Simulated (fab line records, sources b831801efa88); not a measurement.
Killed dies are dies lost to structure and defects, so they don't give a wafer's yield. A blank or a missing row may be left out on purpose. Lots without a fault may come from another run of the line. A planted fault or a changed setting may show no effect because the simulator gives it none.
Tool commonality check | flow sky130 | 11 lots, 33 wafers sampled

WHY IT WAS OPENED
At SKY_SD_N_TW_MEAS_12 the reading SD_N_TW is flagged on 2 of 11 lots. Wafers without a fault read 3966, standard deviation 25.
Rule: a lot is flagged when every wafer of it that has a number lies more than 4 standard deviations from that mean, or none has a number. The other lots count as sound.

lot  | measured     | on            | SD_N_TW, wafer by wafer | flag
L289 | day 27 16:41 | film_metro-02 | 3947 3952 3932          |
L292 | day 28 14:10 | film_metro-03 | 4225 4216 4243          | FLAGGED
L293 | day 28 20:42 | film_metro-03 | 4200 4231 4221          | FLAGGED
L300 | day 32 03:51 | film_metro-02 | 4021 4030 4037          |
L302 | day 32 07:46 | film_metro-03 | 3954 3952 3960          |
L307 | day 34 12:14 | film_metro-02 | 3949 3967 3956          |
L305 | day 34 13:15 | film_metro-04 | 4000 3997 3993          |
L308 | day 34 23:37 | film_metro-02 | 3954 3994 3986          |
L310 | day 35 13:13 | film_metro-02 | 3983 3971 3966          |
L311 | day 35 14:37 | film_metro-02 | 3969 4000 3966          |
L312 | day 36 11:22 | film_metro-04 | 3984 3983 3959          |
The numbers of the flagged lots are 4223 on average: +257 against the usual, or +10 standard deviations.

WHICH TOOL RAN EACH LOT
The record holds 2 process steps before the reading, out of a route of 708 steps. In each cell: the tool, then ch and the chambers that the sampled wafers went through, then the start.
lot  | flag    | SKY_SD_N_IMPLANT_09             | SKY_SD_N_STRIP_11
L289 |         | implanter-04 ch 0, day 27 16:17 | plasma_asher-03 ch 0,1, day 27 16:34
L292 | FLAGGED | implanter-04 ch 0, day 28 13:46 | plasma_asher-02 ch 0,1, day 28 14:04
L293 | FLAGGED | implanter-04 ch 0, day 28 20:18 | plasma_asher-03 ch 0,1, day 28 20:36
L300 |         | implanter-04 ch 0, day 32 03:29 | plasma_asher-02 ch 0,1, day 32 03:45
L302 |         | implanter-04 ch 0, day 32 07:23 | plasma_asher-02 ch 0,1, day 32 07:39
L307 |         | implanter-01 ch 0, day 34 11:52 | plasma_asher-02 ch 0,1, day 34 12:09
L305 |         | implanter-02 ch 0, day 34 12:51 | plasma_asher-02 ch 0,1, day 34 13:09
L308 |         | implanter-01 ch 0, day 34 23:14 | plasma_asher-03 ch 0,1, day 34 23:30
L310 |         | implanter-02 ch 0, day 35 12:51 | plasma_asher-02 ch 0,1, day 35 13:08
L311 |         | implanter-04 ch 0, day 35 14:13 | plasma_asher-04 ch 0,1, day 35 14:31
L312 |         | implanter-01 ch 0, day 36 10:58 | plasma_asher-02 ch 0,1, day 36 11:16
What these steps do:
- SKY_SD_N_IMPLANT_09
- SKY_SD_N_STRIP_11: strips in O2/N2.
- SKY_SD_N_TW_MEAS_12

FLAGGED OVER TOTAL, TOOL BY TOOL (the gauges that took the reading come last)
step                | tool            | lots run | flagged | share of the flagged lots | sound lots run after its first flagged lot
SKY_SD_N_IMPLANT_09 | implanter-01    | 3        | 0       | none                      | -
SKY_SD_N_IMPLANT_09 | implanter-02    | 2        | 0       | none                      | -
SKY_SD_N_IMPLANT_09 | implanter-04    | 6        | 2       | all                       | 3 (L300,L302,L311)
SKY_SD_N_STRIP_11   | plasma_asher-02 | 7        | 1       | some                      | 6 (L300,L302,L307,L305,L310,L312)
SKY_SD_N_STRIP_11   | plasma_asher-03 | 3        | 1       | some                      | 1 (L308)
SKY_SD_N_STRIP_11   | plasma_asher-04 | 1        | 0       | none                      | -
SKY_SD_N_TW_MEAS_12 | film_metro-02   | 6        | 0       | none                      | -
SKY_SD_N_TW_MEAS_12 | film_metro-03   | 3        | 2       | all                       | 1 (L302)
SKY_SD_N_TW_MEAS_12 | film_metro-04   | 2        | 0       | none                      | -

WHAT THE TABLE ALLOWS
2 rows of the table ran every flagged lot: implanter-04 at SKY_SD_N_IMPLANT_09, film_metro-03 at SKY_SD_N_TW_MEAS_12.
- implanter-04 at SKY_SD_N_IMPLANT_09: 2 of its 6 lots flagged. Sound lots ran on it after the first flagged one (L300, L302, L311), which a lasting fault on the whole tool wouldn't allow. Its own readings lie more than 4 standard deviations out on every wafer of the flagged lots: beam_energy_keV.
- film_metro-03 at SKY_SD_N_TW_MEAS_12: 2 of its 3 lots flagged. Sound lots ran on it after the first flagged one (L302), which a lasting fault on the whole tool wouldn't allow.
No row of the table ran every flagged lot and no sound lot after the first.

WHAT THE SIMULATOR HAD PUT IN
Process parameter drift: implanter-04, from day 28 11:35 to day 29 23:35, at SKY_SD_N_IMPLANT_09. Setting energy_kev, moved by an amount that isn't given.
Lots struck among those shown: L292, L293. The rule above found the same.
